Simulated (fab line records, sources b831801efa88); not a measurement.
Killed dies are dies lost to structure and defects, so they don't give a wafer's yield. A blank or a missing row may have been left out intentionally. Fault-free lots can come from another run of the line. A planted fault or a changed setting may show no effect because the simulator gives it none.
8D (eight disciplines) problem report, filled in by code || flow sky130 || the parts of the form that need people (team, actions taken, sign-off) are left out

## 1. PROBLEM STATEMENT
LI_CONTACT_HDPCVD_THK at SKY_LI_CONTACT_THK_MEAS_01 reads a mean of 1035 nm on 1 wafer of 1 lot; wafers without a fault read 930 nm with a standard deviation of 8.4. Relative to the usual mean, that is a shift of +12 standard deviations.
Earliest sighting: wafer L523.1 on film_metro-04 at day 34 08:05. The record holds 36 wafers of 12 lots with a number at this step. The rule behind "out" and "out of limits": a value lying over 4 standard deviations away from the usual mean. The rest of the wafers with a number are treated as sound.

## 2. WHAT IT IS, AND WHAT IT ISN'T
{"question": "which readings at this step", "is": "LI_CONTACT_HDPCVD_THK", "is not": "-"}
{"question": "which lots", "is": "L523", "is not": "L509, L511, L512, L513, L514, L515, L518, L519, L527, L529, L532"}
{"question": "which wafers of those lots", "is": "L523.1", "is not": "L523.3, L523.5"}
{"question": "read on which gauges", "is": "film_metro-04", "is not": "film_metro-02, film_metro-03"}
{"question": "when", "is": "from day 34 08:05", "is not": "up to then (26 sound wafers); but 9 sound wafers of L527, L529, L532 came after"}

## 3. SUSPECTS, AND WHAT RULES EACH OUT
Counting: a tool at a process step up to the reading stays a suspect if it ran every lot that is out. Sound lots after the first of them don't rule it out here, since some wafers of a struck lot are sound.
- the gauge at SKY_LI_CONTACT_THK_MEAS_01 has been ruled out. All the wafers that are out were read on film_metro-04, but those of them that SKY_LI_CONTACT_HDPCVD_00 has rows for are out there too, on other tools.
- plasma_asher-02 at SKY_POLY_CUT_STRIP_12 (strips in O2/N2): kept. It ran the lot that is out, L523 (day 31 00:42); its last sound lot up to then is L519 (day 28 13:57).
- hdpcvd-01 at SKY_LI_CONTACT_HDPCVD_00 (deposits PSG, target thk 930 nm, time 155 s): kept. It ran the lot that is out, L523 (day 34 07:59); its last sound lot up to then is L519 (day 32 03:47). On those wafers its own readings are out: run_length_s.
- Within hdpcvd-01 at SKY_LI_CONTACT_HDPCVD_00: the wafers that are out ran in chamber 0; their sound lot-mates ran in chambers 1, 2.
Left after counting: plasma_asher-02 at SKY_POLY_CUT_STRIP_12, hdpcvd-01 at SKY_LI_CONTACT_HDPCVD_00.

## 4. THE CAUSE (what the simulator had put in)
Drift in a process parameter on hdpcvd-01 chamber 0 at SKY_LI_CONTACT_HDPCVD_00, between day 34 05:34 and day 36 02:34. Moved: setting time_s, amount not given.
Of the 2 suspects that counting leaves, this tool is one.

## 5. THE CHAIN OF EFFECTS, in route order
Each row: a reading where the mean over the struck wafers with a number is more than 3 standard deviations away from the usual. Only readings for which the record gives a usual standard deviation are gone through. hours: the time from each lot's start at the first step in this table that gives one to its start at this step, as a median over the lots. sigmas: the change in usual standard deviations.
{"hours": 0, "step": "SKY_LI_CONTACT_HDPCVD_00", "reading": "run_length_s", "usual": "183.1 s", "on struck wafers": 197.5, "change": "+14.4", "sigmas": "+25"}
{"hours": 0, "step": "SKY_LI_CONTACT_THK_MEAS_01", "reading": "LI_CONTACT_HDPCVD_THK", "usual": "930 nm", "on struck wafers": 1035, "change": "+105", "sigmas": "+12"}
{"hours": 0, "step": "SKY_LI_CONTACT_CMP_02", "reading": "time_to_endpoint_s", "usual": "32.1 s", "on struck wafers": 40.7, "change": "+8.6", "sigmas": "+3.7"}
It contains these process steps:
- SKY_LI_CONTACT_HDPCVD_00: deposits PSG, target thk 930 nm, time 155 s.
- SKY_LI_CONTACT_CMP_02: polishes PSG.
Later steps that measure or inspect, where all struck wafers having a row at the step show a number for every such reading and not one has moved that far: SKY_VIA3_OVL_MEAS_13.

## 6. HOW IT WOULD HAVE BEEN CAUGHT EARLIER
In this record the first reading out of limits at a measuring or inspecting step was taken at day 34 08:05, 3 hours after the fault began at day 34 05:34.
At SKY_LI_CONTACT_HDPCVD_00, the tool's own readings (run_length_s) were out on each struck wafer the step has a row for, so an alarm limit on them would have fired on the first such wafer.
Lots out: 1; all had begun SKY_LI_CONTACT_HDPCVD_00 on hdpcvd-01 by day 34 08:05. Tool hold at that time: it would have spared none of them.
